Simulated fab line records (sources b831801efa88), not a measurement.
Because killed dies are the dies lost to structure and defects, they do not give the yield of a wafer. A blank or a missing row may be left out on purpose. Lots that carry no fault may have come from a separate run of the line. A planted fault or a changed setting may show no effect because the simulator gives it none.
Lot-split experiment / flow sky130 / 27 wafers read from 5 lots, route of 708 steps

== THE SPLIT ==
At SKY_VIA2_HDPCVD_00 (deposits SiO2, target thk 1180 nm, time 196.7 s), the setting time-s was moved away from the recipe's 196.7 s on 6 of the 27 wafers read, by +43.9% to +56.6%. For the rest of the wafers, this setting stayed at what the recipe calls for.

The file shows no step between the split and the reading.

== THE READING ==
VIA2_HDPCVD_THK at SKY_VIA2_THK_MEAS_01, in nm. Typical for fault-free wafers on this fab line: 1182 nm, with standard deviation 12 nm.

wafer=L077.1; tool, chamber at the split=hdpcvd-02, 0,2; time-s as run, s=196.7; against the recipe=recipe; VIA2_HDPCVD_THK, nm=1206; against lot-mates on the recipe=-
wafer=L077.2; tool, chamber at the split=hdpcvd-02, 1; time-s as run, s=283; against the recipe=+43.9%; VIA2_HDPCVD_THK, nm=1694; against lot-mates on the recipe=+499
wafer=L077.3; tool, chamber at the split=hdpcvd-02, 2; time-s as run, s=196.7; against the recipe=recipe; VIA2_HDPCVD_THK, nm=1201; against lot-mates on the recipe=-
wafer=L077.4; tool, chamber at the split=hdpcvd-02, 0; time-s as run, s=283; against the recipe=+43.9%; VIA2_HDPCVD_THK, nm=1715; against lot-mates on the recipe=+520
wafer=L077.5; tool, chamber at the split=hdpcvd-02, 1; time-s as run, s=283; against the recipe=+43.9%; VIA2_HDPCVD_THK, nm=1697; against lot-mates on the recipe=+502
wafer=L077.6; tool, chamber at the split=hdpcvd-02, 0,2; time-s as run, s=196.7; against the recipe=recipe; VIA2_HDPCVD_THK, nm=1178; against lot-mates on the recipe=-
wafer=L078.1; tool, chamber at the split=hdpcvd-02, 1; time-s as run, s=196.7; against the recipe=recipe; VIA2_HDPCVD_THK, nm=1173; against lot-mates on the recipe=-
wafer=L078.2; tool, chamber at the split=hdpcvd-02, 2; time-s as run, s=196.7; against the recipe=recipe; VIA2_HDPCVD_THK, nm=1201; against lot-mates on the recipe=-
wafer=L078.3; tool, chamber at the split=hdpcvd-02, 0,1,0; time-s as run, s=196.7; against the recipe=recipe; VIA2_HDPCVD_THK, nm=1180; against lot-mates on the recipe=-
wafer=L078.4; tool, chamber at the split=hdpcvd-02, 0,1,0; time-s as run, s=196.7; against the recipe=recipe; VIA2_HDPCVD_THK, nm=1183; against lot-mates on the recipe=-
wafer=L078.5; tool, chamber at the split=hdpcvd-02, 0,1,0; time-s as run, s=196.7; against the recipe=recipe; VIA2_HDPCVD_THK, nm=1185; against lot-mates on the recipe=-
wafer=L078.6; tool, chamber at the split=hdpcvd-02, 2; time-s as run, s=196.7; against the recipe=recipe; VIA2_HDPCVD_THK, nm=1189; against lot-mates on the recipe=-
wafer=L079.1; tool, chamber at the split=hdpcvd-01, 2; time-s as run, s=196.7; against the recipe=recipe; VIA2_HDPCVD_THK, nm=1169; against lot-mates on the recipe=-
wafer=L079.2; tool, chamber at the split=hdpcvd-01, 1; time-s as run, s=308.1; against the recipe=+56.6%; VIA2_HDPCVD_THK, nm=1874; against lot-mates on the recipe=+695
wafer=L079.3; tool, chamber at the split=hdpcvd-01, 0; time-s as run, s=196.7; against the recipe=recipe; VIA2_HDPCVD_THK, nm=1164; against lot-mates on the recipe=-
wafer=L079.4; tool, chamber at the split=hdpcvd-01, 1; time-s as run, s=196.7; against the recipe=recipe; VIA2_HDPCVD_THK, nm=1203; against lot-mates on the recipe=-
wafer=L079.5; tool, chamber at the split=hdpcvd-01, 0; time-s as run, s=308.1; against the recipe=+56.6%; VIA2_HDPCVD_THK, nm=1858; against lot-mates on the recipe=+679
wafer=L079.6; tool, chamber at the split=hdpcvd-01, 2; time-s as run, s=308.1; against the recipe=+56.6%; VIA2_HDPCVD_THK, nm=1853; against lot-mates on the recipe=+674
wafer=L080.1; tool, chamber at the split=hdpcvd-02, 0; time-s as run, s=196.7; against the recipe=recipe; VIA2_HDPCVD_THK, nm=1172; against lot-mates on the recipe=-
wafer=L080.2; tool, chamber at the split=hdpcvd-02, 1; time-s as run, s=196.7; against the recipe=recipe; VIA2_HDPCVD_THK, nm=1157; against lot-mates on the recipe=-
wafer=L080.3; tool, chamber at the split=hdpcvd-02, 2,1,2; time-s as run, s=196.7; against the recipe=recipe; VIA2_HDPCVD_THK, nm=1165; against lot-mates on the recipe=-
wafer=L080.4; tool, chamber at the split=hdpcvd-02, 0; time-s as run, s=196.7; against the recipe=recipe; VIA2_HDPCVD_THK, nm=1175; against lot-mates on the recipe=-
wafer=L080.5; tool, chamber at the split=hdpcvd-02, 2,1,2; time-s as run, s=196.7; against the recipe=recipe; VIA2_HDPCVD_THK, nm=1164; against lot-mates on the recipe=-
wafer=L080.6; tool, chamber at the split=hdpcvd-02, 2,1,2; time-s as run, s=196.7; against the recipe=recipe; VIA2_HDPCVD_THK, nm=1180; against lot-mates on the recipe=-
wafer=L084.1; tool, chamber at the split=hdpcvd-02, 0,1; time-s as run, s=196.7; against the recipe=recipe; VIA2_HDPCVD_THK, nm=1185; against lot-mates on the recipe=-
wafer=L084.4; tool, chamber at the split=hdpcvd-02, 0,1; time-s as run, s=196.7; against the recipe=recipe; VIA2_HDPCVD_THK, nm=1187; against lot-mates on the recipe=-
wafer=L084.5; tool, chamber at the split=hdpcvd-02, 2; time-s as run, s=196.7; against the recipe=recipe; VIA2_HDPCVD_THK, nm=1183; against lot-mates on the recipe=-
Where a row lists several chambers, the file gives one row for several wafers and doesn't say which wafer went through which chamber.

FIT RESULTS
A straight line over all 27 wafers: VIA2_HDPCVD_THK changes by +12 nm for each +1% of time-s; r = +1.00; the points scatter about the line by 13 nm.
The same after taking each lot's own level away (the mean of its wafers on the recipe; 27 wafers): +11.9 nm for each +1%; r = +1.00; scatter 12 nm.
On that fit, the largest move of time-s shifts the reading by 6.7e+02 nm.
The lots' own levels span 1168.8 to 1195.0 nm, that is 2.2 times the standard deviation above.
Hence the lot-to-lot level has little effect on the slope; both slopes agree.
Check: for one of the wafers moved furthest among these (+56.6%), held out of the fit, the line's prediction against its lot-mates is +666 nm. It came out at +695 nm against them.

== FURTHER SPLITS ON THESE WAFERS ==
Before the reading, these wafers also passed through other splits. Each is held against what the fit with the lots' levels taken away leaves over:
other split on the same wafers=SKY_FIELD_ISO_ETCH_17 time-s; wafers away from the commonest value=6; r with VIA2_HDPCVD_THK (lot level and that fit taken away)=-0.12
other split on the same wafers=SKY_SONOS_ONO_DEVELOP_12 develop-time-s; wafers away from the commonest value=9; r with VIA2_HDPCVD_THK (lot level and that fit taken away)=+0.17
other split on the same wafers=SKY_LI_CONTACT_DEVELOP_11 develop-time-s; wafers away from the commonest value=12; r with VIA2_HDPCVD_THK (lot level and that fit taken away)=+0.20
other split on the same wafers=SKY_LOCAL_INTERCONNECT_ETCH_13 time-s; wafers away from the commonest value=9; r with VIA2_HDPCVD_THK (lot level and that fit taken away)=+0.17
other split on the same wafers=SKY_METAL1_DEVELOP_14 develop-time-s; wafers away from the commonest value=9; r with VIA2_HDPCVD_THK (lot level and that fit taken away)=-0.23

== THE WHOLE CHAIN: every reading that the file lists as answering this split, in the file's order ==
step=SKY_VIA2_HDPCVD_00; what it does=deposits SiO2, target thk 1180 nm, time 196.7 s; reading=SiO2_of_VIA2_HDPCVD_00.thk-nm (the simulator's own value, which no gauge read); change (the file's fit)=+11.9 nm for each +1% of the setting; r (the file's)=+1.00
step=SKY_VIA2_THK_MEAS_01; what it does=; reading=VIA2_HDPCVD_THK; change (the file's fit)=+11.9 for each +1% of the setting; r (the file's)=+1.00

== THE FILE'S OWN FIT ==
VIA2_HDPCVD_THK changes by +11.9 nm for each +1% of time-s, r = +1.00.
